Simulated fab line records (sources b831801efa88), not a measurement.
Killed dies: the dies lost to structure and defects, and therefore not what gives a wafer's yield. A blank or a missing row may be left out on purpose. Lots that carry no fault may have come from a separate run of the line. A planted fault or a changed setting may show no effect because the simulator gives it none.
A lot that was struck, set against a sound lot ; flow sky130 ; 15 out of 708 route steps
Sound: these wafers, L720.1, L720.2, L720.3. Struck: wafer L725.1 (L725.5, L725.6, from the same lot, were not struck and are left out); the cause is given at the end.
Per side, at each step with rows, come the tool, then ch with its chambers, and then its first start. Under that, the readings that differ: sound wafers ; struck wafers ; difference of the means ; sigmas: that difference in standard deviations of wafers without a fault.
alike: readings with means less than 2 such deviations apart, plus words and numbers identical on both sides. not compared: withheld readings, readings lacking a value on some wafer, bounds such as >300 that could conceal the same value, and numbers that have no deviation in the record and whose values overlap.
The two part at a step that has a row with sigmas, a row that says differs or no value, or rows on one side only. Non-overlapping numbers with no deviation appear without sigmas and do not part them. A reading that every wafer of one side lacks parts them only if that side has two wafers or more.

SKY_VIA1_CD_MEAS_12: target cd 150 nm.
  sound: cd sem-02 at day 34 14:17; struck: cd sem-01 at day 36 07:45
reading;sound;struck;difference;sigmas
cd nm (nm);152.8 153.1 152.4;148.1;-4.7;-3
SKY_VIA1_OVL_MEAS_13:
  sound: overlay-02 at day 34 14:25; struck: overlay-01 at day 36 07:52
  alike: VIA1_OVL
then, 1 step without rows for these wafers: SKY_VIA1_ETCH_14 (etches BARC in N2/H2, stops on SiO2, time 45.9 s, target depth 60 nm).
SKY_VIA1_ETCH_15: etches SiO2 in C4F8/O2/Ar, stops on TiN, target depth 351 nm, time 54 s.
  sound on rie diel-04 ch 0,1,2, day 34 14:29; struck on rie diel-02 ch 1, day 36 07:57
  alike: oes product au
  not compared: rf hours counter h
SKY_VIA1_STRIP_16: strips in O2/N2.
  sound on plasma asher-02 ch 0,1, day 34 14:32; struck on plasma asher-01 ch 0, day 36 08:00
  alike: drypump motor current A, n2 flow sccm, o2 flow sccm, oes product au, strip time to endpoint s
  not compared: rf hours counter h
then, 3 steps without rows for these wafers: SKY_VIA1_STRIP_17 (strips in post etch residue remover, time 1200 s); SKY_VIA1_CLEAN_18 (cleans in IPA, time 180 s); SKY_VIA1_CLEAN_19 (cleans in O3/DIW).
SKY_VIA1_SPUTTER_20: material TiN, target thk 20 nm, time 80 s.
  sound: pvd sputter-02 at day 34 15:08; struck: pvd sputter-04 at day 36 08:36
reading;sound;struck;difference;sigmas
throttle valve pct (%);28.2 28.7 29.1;31.5;+2.8;+3
SKY_VIA1_CVD_21: deposits W, target thk 270 nm, time 80.902 s.
  sound on cvd w-01 ch 0,1, day 34 15:11; struck on cvd w-01 ch 0, day 36 08:40
  alike: heater power w
SKY_VIA1_RS_MEAS_22: measurement is done with a four-point probe.
  sound: film metro-02 at day 34 15:17; struck: film metro-02 at day 36 08:45
  alike: VIA1_W_RS
SKY_VIA1_THK_MEAS_23: measures by xrf.
  sound: film metro-02 at day 34 15:24; struck: film metro-02 at day 36 08:52
  alike: VIA1_W_THK
SKY_VIA1_CMP_24: polishes, stops on SiO2, t overpolish 15 s, target thk 0 nm.
  sound on cmp-01 ch 0,1,2, day 34 15:28; struck on cmp-01 ch 3, day 36 08:59
reading;sound;struck;difference;sigmas
overpolish run s (s);14.986 15.009 14.994;0.040;-14.956;-99 or more
time to endpoint s (s);65 63 63;103;+39;+11
  alike: motor current A, slurry filter dp kPa
SKY_METAL2_SPUTTER_00: material Ti, target thk 15 nm, time 10 s.
  the record has rows for the sound wafers here (pvd sputter-04, day 34 15:46) and none for the struck ones
-- the record jumps here: 11 days lie between the struck wafers' starts before and after (it left off in module METAL2 and takes up again in module PAD_OPEN, whose first step shown is number 708 of the route) --
SKY_PAD_OPEN_PROBE_99:
  sound: prober-01 at day 46 06:02; struck: prober-01 at day 47 14:13
reading;sound;struck;difference;sigmas
defect limited yield (%);83.3 84.3 81.9;0;-83;-44
killed_at_M0_to_M3;39 35 47;451;+411;+60
killed dies;82 77 89;492;+409;+43
killed on rim;14 17 22;96;+78;+20
sort_bin_3_pad_short (%);0.8 0.6 0.8;83.3;+82.6;+99 or more
sort n pass;410 415 403;0;-409;-43
sort yield pct (%);83.3 84.3 81.9;0;-83;-44
  alike: killed_at_M4_up, killed at contacts, killed at front end, killed at other, killed open, killed short, sort_bin_5_function, sort_bin_6_memory

== WHERE THEY PART ==
Last at SKY_PAD_OPEN_PROBE_99 as far as this record goes, first at SKY_VIA1_CD_MEAS_12.

WHY: what the simulator had put in
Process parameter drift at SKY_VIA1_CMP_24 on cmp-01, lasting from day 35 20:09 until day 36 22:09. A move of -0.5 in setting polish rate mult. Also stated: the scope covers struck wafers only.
